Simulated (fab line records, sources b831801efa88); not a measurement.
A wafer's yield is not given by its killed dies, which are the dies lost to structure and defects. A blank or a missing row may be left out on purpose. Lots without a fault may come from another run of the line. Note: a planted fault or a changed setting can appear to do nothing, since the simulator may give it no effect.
fab line records    flow gf180mcu
record: lots: 14  wafers: 42  last_day: 34
route steps=602 shown NSD@246 SALICIDE@280 M1@315
lots that met no fault: from a run of the same line without faults
start_h: hours from the record's opening day to when the first of the lot's shown wafers began    wait_h: time in hours since the lot's previous step    " identical to the entry in the row above    L1.1+2: one row covering several wafers at once    - no value present, or no start provided    * or withheld: withheld    < > ~ a bound
route shown NAME@n: names a module that has steps shown in the file, with the first one's number in the route    usual: mean and standard deviation over wafers with no fault    same: alike in all rows    chamber/n: place in a boat    sites: each site's reading    _std_site: the standard deviation of these    _edge_site: inner sites' mean taken away from outer sites' mean    radius_mm: for every site, how far away it sits from the centre of the wafer    mask NAME#n: copy n    behind: tool/chamber where the wafer was last shaped    hold: why the lot went on hold/how many hours it stayed there/how the hold came to an end    device: the n, p or np transistor that did not switch    end of line: at the end of the route, the tests of the same wafers    for a step that has no rows: nothing shown but its recipe    killed: not the wafer's yield, but the dies lost to structure and defects at the first sort    map: per-die view of a wafer (x killed, . not killed, _ where there is no die)
set.NAME: setting as actually run; set.NAME@STEP: the setting as run at that earlier step    model.NAME: the simulator's own value behind a step, which no gauge read
one table for each step of the route and one row for each wafer, over a sample of lots
services: the hour from which a tool's chamber was out of use, counted from the record's first day as start_h (under 0 if before that day), plus the number of hours and why
== steps ==
step: GF_NSD_STRIP_11
recipe: chemistry: O2/N2  power_w: 1400  pressure_mtorr: 1500  platen_temp_c: 250  o2_flow_sccm: 3000  n2_flow_sccm: 300  overash_fraction: 0.5
usual: drypump_motor_current_A: 5.89/0.16  heater_power_w: 316/50  oes_product_au: 0.487/0.0044  strip_time_to_endpoint_s: 22.968/0.03
lot.wafer  tool             chamber  start_h  wait_h  drypump_motor_current_A  heater_power_w  oes_product_au  rf_hours_counter_h  strip_time_to_endpoint_s
L663.1     plasma_asher-02  0        297.78   0.1     6.00                     276             0.490           18                  22.984
L663.5     "                1        "        "       5.61                     308             0.484           -                   22.974
L663.6     "                0        "        "       6.05                     271             0.483           -                   22.986
L664.1     plasma_asher-02  1        306.73   0.1     5.62                     311             0.488           19                  23.006
L664.3     "                1        "        "       5.63                     297             0.486           -                   22.993
L664.4     "                0        "        "       6.02                     274             0.483           -                   23.012
L665.1     plasma_asher-03  0        311.99   0.1     5.78                     260             0.483           65                  22.920
L665.3     "                0        "        "       5.78                     257             0.488           -                   22.930
L665.6     "                0        "        "       5.83                     265             0.489           -                   22.945
L668.1     plasma_asher-03  1        347.49   0.1     6.08                     325             0.484           69                  22.957
L668.5     "                1        "        "       6.08                     317             0.487           -                   22.944
L668.6     "                0        "        "       5.81                     263             0.486           -                   22.938
L669.3     plasma_asher-01  1        354.13   0.1     5.99                     316             0.480           -                   22.957
L669.4     "                0        "        "       5.89                     412             0.483           -                   22.960
L669.5     "                1        "        "       5.96                     307             0.482           -                   22.955
L670.1     plasma_asher-02  0        360.73   0.1     5.95                     269             0.487           25                  22.972
L670.3     "                1        "        "       5.62                     296             0.487           -                   23.007
L670.4     "                0        "        "       6.01                     272             0.486           -                   22.988
L671.3     plasma_asher-03  1        363.69   0.1     6.09                     316             0.483           -                   22.960
L671.4     "                0        "        "       5.72                     262             0.480           -                   23.005
L671.6     "                1        "        "       6.11                     315             0.487           -                   22.985
L674.1     plasma_asher-02  1        395.24   0.1     5.62                     302             0.485           28                  22.935
L674.3     "                1        "        "       5.62                     298             0.488           -                   22.951
L674.6     "                0        "        "       6.03                     271             0.489           -                   22.928
L676.1     plasma_asher-01  1        405.96   0.1     5.99                     303             0.488           59                  22.968
L676.2     "                0        "        "       5.90                     418             0.486           59                  22.968
L676.6     "                1        "        "       5.94                     301             0.489           -                   22.981
L677.1     plasma_asher-01  1        414.66   0.1     5.94                     307             0.488           60                  22.900
L677.2     "                0        "        "       5.88                     418             0.487           60                  22.944
L677.4     "                0        "        "       5.88                     408             0.493           -                   22.931
L678.2     plasma_asher-03  0        425.59   0.1     5.72                     264             0.487           77                  23.000
L678.3     "                1        "        "       6.10                     316             0.487           -                   22.960
L678.4     "                0        "        "       5.66                     254             0.490           -                   23.007
L679.3     plasma_asher-01  1        430.06   0.1     5.98                     312             0.489           -                   22.994
L679.5     "                0        "        "       5.88                     414             0.490           -                   22.956
L679.6     "                1        "        "       5.96                     315             0.489           -                   22.971
L685.1     plasma_asher-01  0        481.61   0.1     5.89                     420             0.478           67                  22.949
L685.3     "                0        "        "       5.88                     412             0.492           -                   22.942
L685.4     "                1        "        "       5.94                     312             0.485           -                   22.909
L686.1     plasma_asher-01  0        486.01   0.1     5.90                     400             0.480           68                  22.984
L686.5     "                0        "        "       5.89                     404             0.479           -                   22.960
L686.6     "                1        "        "       5.96                     314             0.480           -                   23.003
step: GF_SALICIDE_SPUTTER_02
recipe: material: Co  target_thk_nm: 10  power_w: 1000  time_s: 20  chamber_pressure_pa: 0.4
usual: cathode_dc_power_W: 1000.00/0.17  chamber_pressure_pa: 0.3998/0.00077  throttle_valve_pct: 29.7/1
lot.wafer  tool            chamber  start_h  wait_h  cathode_dc_power_W  chamber_pressure_pa  throttle_valve_pct
L663.1     pvd_sputter-01  -        341.00   0.0     1000.1              0.3991               30.8
L663.5     "               -        "        "       1000.0              0.3994               31.2
L663.6     "               -        "        "       999.92              0.3991               28.1
L664.1     pvd_sputter-01  -        350.16   0.0     999.89              0.4009               29.1
L664.3     "               -        "        "       999.93              0.4010               30.1
L664.4     "               -        "        "       1000.2              0.3987               28.0
L665.1     pvd_sputter-04  -        356.59   0.0     999.84              0.3999               29.5
L665.3     "               -        "        "       999.98              0.3995               27.2
L665.6     "               -        "        "       999.61              0.3991               30.5
L668.1     pvd_sputter-03  -        392.10   0.0     999.99              0.4009               28.8
L668.5     "               -        "        "       1000.0              0.4004               28.6
L668.6     "               -        "        "       1000.0              0.3993               30.7
L669.3     pvd_sputter-03  -        399.45   0.0     1000.3              0.4005               28.8
L669.4     "               -        "        "       1000.0              0.4014               30.0
L669.5     "               -        "        "       1000.2              0.4005               30.6
L670.1     pvd_sputter-01  -        406.31   0.0     999.93              0.4009               30.7
L670.3     "               -        "        "       1000.4              0.3998               28.2
L670.4     "               -        "        "       1000.0              0.3997               29.9
L671.3     pvd_sputter-03  -        409.23   0.0     1000.1              0.4006               28.6
L671.4     "               -        "        "       999.70              0.3996               30.5
L671.6     "               -        "        "       1000.2              0.4000               30.5
L674.1     pvd_sputter-04  -        442.59   0.0     1000.1              0.4005               30.4
L674.3     "               -        "        "       1000.2              0.3999               30.7
L674.6     "               -        "        "       999.75              0.4001               29.5
L676.1     pvd_sputter-01  -        454.49   0.0     999.95              0.3994               30.8
L676.2     "               -        "        "       999.93              0.3985               29.3
L676.6     "               -        "        "       999.83              0.4000               28.2
L677.1     pvd_sputter-01  -        464.29   0.0     1000.00             0.3994               30.3
L677.2     "               -        "        "       1000.0              0.3991               28.2
L677.4     "               -        "        "       999.94              0.3983               29.2
L678.2     pvd_sputter-04  -        475.54   0.0     1000.2              0.3994               30.6
L678.3     "               -        "        "       1000.1              0.3990               29.8
L678.4     "               -        "        "       1000.1              0.4004               30.6
L679.3     pvd_sputter-01  -        479.98   0.0     1000.1              0.4000               30.7
L679.5     "               -        "        "       999.87              0.3989               29.0
L679.6     "               -        "        "       999.93              0.3997               30.9
L685.1     pvd_sputter-03  -        528.15   0.0     999.79              0.3977               29.9
L685.3     "               -        "        "       999.88              0.4003               30.7
L685.4     "               -        "        "       999.82              0.3984               30.4
L686.1     pvd_sputter-01  -        534.67   0.0     999.99              0.3984               29.9
L686.5     "               -        "        "       999.61              0.3993               30.6
L686.6     "               -        "        "       1000.00             0.3986               28.9
step: GF_M1_SPUTTER_00
recipe: material: Ti  target_thk_nm: 37.5  arriving_ion_energy_ev: 80  substrate_temp_c: 200  chamber_pressure_pa: 2  power_w: 4000  time_s: 150
usual: cathode_dc_power_W: 3999.9/0.74  chamber_pressure_pa: 2.000/0.0039  substrate_temp_c: 200.00/0.16  throttle_valve_pct: 29.9/1.4
lot.wafer  tool            chamber  start_h  wait_h  cathode_dc_power_W  chamber_pressure_pa  substrate_temp_c  throttle_valve_pct
L663.1     pvd_sputter-04  -        365.61   0.1     4000.3              1.995                199.95            29.5
L663.5     "               -        "        "       3998.5              1.998                199.70            30.8
L663.6     "               -        "        "       4000.7              1.999                199.87            27.2
L664.1     pvd_sputter-04  -        374.79   0.1     4000.4              2.000                199.76            27.3
L664.3     "               -        "        "       4000.6              2.005                200.34            29.5
L664.4     "               -        "        "       3999.4              2.004                200.08            27.1
L665.1     pvd_sputter-03  -        381.39   0.1     3999.7              2.000                199.99            29.0
L665.3     "               -        "        "       4000.8              1.996                199.99            30.5
L665.6     "               -        "        "       4000.1              2.006                200.26            30.5
L668.1     pvd_sputter-02  -        416.88   0.1     3998.7              2.009                199.92            30.0
L668.5     "               -        "        "       3999.5              1.994                200.08            31.7
L668.6     "               -        "        "       4000.2              2.002                200.05            30.0
L669.3     pvd_sputter-04  -        424.89   0.2     3999.2              1.996                200.11            30.4
L669.4     "               -        "        "       3999.2              2.001                200.24            27.3
L669.5     "               -        "        "       3999.8              1.996                200.28            27.2
L670.1     pvd_sputter-04  -        432.52   0.2     3999.3              2.006                199.80            30.5
L670.3     "               -        "        "       3999.5              2.006                200.18            30.8
L670.4     "               -        "        "       3998.8              2.000                199.89            27.2
L671.3     pvd_sputter-02  -        435.51   0.1     3999.7              1.997                199.90            31.9
L671.4     "               -        "        "       3999.6              1.991                199.84            30.0
L671.6     "               -        "        "       4000.3              2.000                199.90            31.7
L674.1     pvd_sputter-02  -        469.79   0.2     3999.1              2.001                200.11            31.3
L674.3     "               -        "        "       3998.6              1.999                199.94            30.0
L674.6     "               -        "        "       3999.6              2.001                199.80            30.0
L676.1     pvd_sputter-04  -        480.94   0.1     3998.9              1.999                200.36            30.8
L676.2     "               -        "        "       3999.9              1.993                199.80            30.6
L676.6     "               -        "        "       3999.8              2.003                199.81            27.5
L677.1     pvd_sputter-04  -        491.23   0.2     -                   -                    -                 -
L677.2     "               -        "        "       -                   -                    -                 -
L677.4     "               -        "        "       -                   -                    -                 -
L678.2     pvd_sputter-04  -        502.28   0.1     -                   -                    -                 -
L678.3     "               -        "        "       -                   -                    -                 -
L678.4     "               -        "        "       -                   -                    -                 -
L679.3     pvd_sputter-03  -        506.38   0.1     4001.7              1.998                200.00            30.7
L679.5     "               -        "        "       4000.1              2.002                199.84            29.1
L679.6     "               -        "        "       4000.4              1.998                200.18            30.7
L685.1     pvd_sputter-02  -        552.68   0.2     3999.9              2.000                200.00            31.6
L685.3     "               -        "        "       4000.2              2.001                199.89            31.8
L685.4     "               -        "        "       3999.5              2.003                200.00            29.8
L686.1     pvd_sputter-04  -        559.64   0.2     3999.6              2.000                200.27            27.4
L686.5     "               -        "        "       4001.6              2.000                200.10            30.6
L686.6     "               -        "        "       4000.2              2.001                200.17            29.4
step: GF_M1_METAL_ETCH_16
recipe: chemistry: Cl2/BCl3  mask_material: KrF  target_depth_nm: 627.5  stop_on: SiO2  pressure_mtorr: 8  icp_w: 800  bias_w: 140  Cl2_flow_sccm: 80  bcl3_flow_sccm: 40  time_s: 104.6
usual: drypump_motor_current_A: 5.70/0.23  he_backside_leak_sccm: 3.41/0.17  mfc_cl2_sccm: 79.97/0.24  oes_product_au: 0.970/0.0066  throttle_valve_pct: 28.252/0.011
lot.wafer  tool          chamber  start_h  wait_h  drypump_motor_current_A  he_backside_leak_sccm  mfc_cl2_sccm  oes_product_au  rf_hours_counter_h  throttle_valve_pct
L663.1     rie_metal-03  1        388.01   0.0     5.39                     3.52                   79.95         0.964           6.8                 28.253
L663.5     "             1        "        "       5.39                     3.59                   80.02         0.968           -                   28.262
L663.6     "             0        "        "       5.82                     3.45                   80.43         0.973           -                   28.251
L664.1     rie_metal-03  1        397.64   0.0     5.39                     3.68                   80.52         0.960           6.9                 28.266
L664.3     "             1        "        "       5.41                     3.69                   80.15         0.973           -                   28.272
L664.4     "             0        "        "       5.81                     3.14                   79.83         0.968           -                   28.243
L665.1     rie_metal-01  0        403.79   0.0     5.55                     3.34                   79.87         0.971           9.3                 28.246
L665.3     "             0        "        "       5.55                     3.41                   79.97         0.965           -                   28.262
L665.6     "             1        "        "       5.66                     3.42                   79.81         0.972           -                   28.254
L668.1     rie_metal-02  0        440.54   0.0     6.07                     3.41                   79.66         0.972           5.2                 28.258
L668.5     "             1        "        "       5.65                     3.60                   80.06         0.967           -                   28.253
L668.6     "             0        "        "       6.10                     3.40                   79.85         0.977           -                   28.249
L669.3     rie_metal-03  1        449.13   0.1     5.40                     3.56                   80.44         0.971           -                   28.253
L669.4     "             0        "        "       5.84                     3.16                   79.73         0.968           -                   28.234
L669.5     "             1        "        "       5.42                     3.40                   80.26         0.965           -                   28.269
L670.1     rie_metal-01  1        457.04   0.0     5.71                     3.38                   79.53         0.967           8.4                 28.245
L670.3     "             0        "        "       5.54                     3.43                   79.78         0.971           -                   28.264
L670.4     "             1        "        "       5.74                     3.42                   80.05         0.959           -                   28.258
L671.3     rie_metal-01  1        460.71   0.1     5.73                     3.61                   79.69         0.961           -                   28.245
L671.4     "             0        "        "       5.53                     3.57                   79.68         0.968           -                   28.258
L671.6     "             0        "        "       5.55                     3.49                   79.29         0.960           -                   28.256
L674.1     rie_metal-01  0        493.97   0.0     5.55                     3.37                   79.69         0.976           11.4                28.249
L674.3     "             1        "        "       5.67                     3.27                   79.56         0.975           -                   28.256
L674.6     "             1        "        "       5.72                     3.32                   79.91         0.970           -                   28.241
L676.1     rie_metal-03  1        504.74   0.0     5.41                     3.72                   80.06         0.972           9.0                 28.253
L676.2     "             0        "        "       5.83                     3.05                   80.18         0.963           10.5                28.248
L676.6     "             0        "        "       5.82                     3.03                   79.90         0.968           -                   28.255
L677.1     rie_metal-02  0        515.37   0.0     6.04                     3.34                   79.72         0.989           6.7                 28.233
L677.2     "             1        "        "       5.67                     3.45                   80.01         0.990           10.0                28.248
L677.4     "             1        "        "       5.71                     3.58                   79.77         0.992           -                   28.233
L678.2     rie_metal-03  1        525.84   0.1     5.41                     3.36                   79.97         0.993           -                   28.229
L678.3     "             1        "        "       5.41                     3.28                   79.98         0.995           -                   28.214
L678.4     "             1        "        "       5.40                     3.43                   80.15         1.000           -                   28.212
L679.3     rie_metal-03  1        529.82   0.1     5.40                     3.53                   79.88         0.972           -                   28.266
L679.5     "             1        "        "       5.40                     3.54                   79.91         0.968           -                   28.254
L679.6     "             1        "        "       5.41                     3.58                   79.64         0.970           -                   28.260
L685.1     rie_metal-02  0        574.69   0.0     6.10                     3.41                   79.96         0.972           8.2                 28.259
L685.3     "             1        "        "       5.73                     3.80                   79.98         0.985           -                   28.257
L685.4     "             0        "        "       6.11                     3.56                   80.31         0.984           -                   28.233
L686.1     rie_metal-03  0        581.42   0.0     5.82                     3.43                   79.79         0.966           1.0                 28.263
L686.5     "             0        "        "       5.79                     3.17                   80.12         0.973           -                   28.251
L686.6     "             0        "        "       5.82                     3.11                   79.97         0.977           -                   28.250
== services ==
tool             chamber  start_h  hours  kind
pvd_sputter-01   -        295.41   2.6    repair
pvd_sputter-02   -        306.44   7.5    repair
rie_metal-02     0        311.89   5.2    repair
rie_metal-01     -        321.27   0.1    repair
plasma_asher-01  -        332.97   3.1    repair
pvd_sputter-03   -        333.26   9.7    repair
rie_metal-01     1        362.51   6.5    repair
plasma_asher-01  -        393.30   4.9    pm
rie_metal-01     -        405.03   2.8    pm
pvd_sputter-03   -        417.47   10.6   repair
plasma_asher-03  -        423.43   1.2    repair
rie_metal-03     -        425.51   1.2    repair
rie_metal-03     -        430.95   2.8    pm
rie_metal-01     1        444.23   12.6   repair
plasma_asher-02  -        456.09   0.3    repair
plasma_asher-02  -        486.93   18.6   pm
plasma_asher-01  -        488.39   11.6   repair
rie_metal-01     -        491.12   0.8    repair
plasma_asher-01  -        507.79   6.6    repair
plasma_asher-02  -        515.60   1.2    repair
plasma_asher-01  -        523.18   2.8    pm
pvd_sputter-04   -        566.72   5.2    repair
rie_metal-03     0        570.05   5.1    repair
pvd_sputter-02   -        579.16   1.7    repair
== key ==
first_sign: step: GF_M1_SPUTTER_00  reading: tool_record  direction: missing
effect: step: GF_M1_METAL_ETCH_16  reading: oes_product_au  direction: up  sigmas: 3.5  usual: 0.970  struck: 0.993
met_at GF_M1_SPUTTER_00
struck_lots L677,L678
later_rows_left_out L677.1,L677.2,L677.4,L678.2,L678.3,L678.4
sort_left_out L677.1,L677.2,L677.4,L678.2,L678.3,L678.4
not_acting_at GF_NSD_STRIP_11,GF_SALICIDE_SPUTTER_02
onset_between 480.94 491.23
fault: kind: skipped_step_whole  tool: pvd_sputter-04  chamber: -  onset_h: 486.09  steps: GF_M1_SPUTTER_00  scope: struck_lots_only
sort_left_out: the simulated sort isn't trusted on such a fault, so these wafers' sort isn't shown, and their yield isn't known
later_rows_left_out: the simulator's readings of these wafers behind a module that went badly wrong aren't trusted and aren't shown, but for the sort
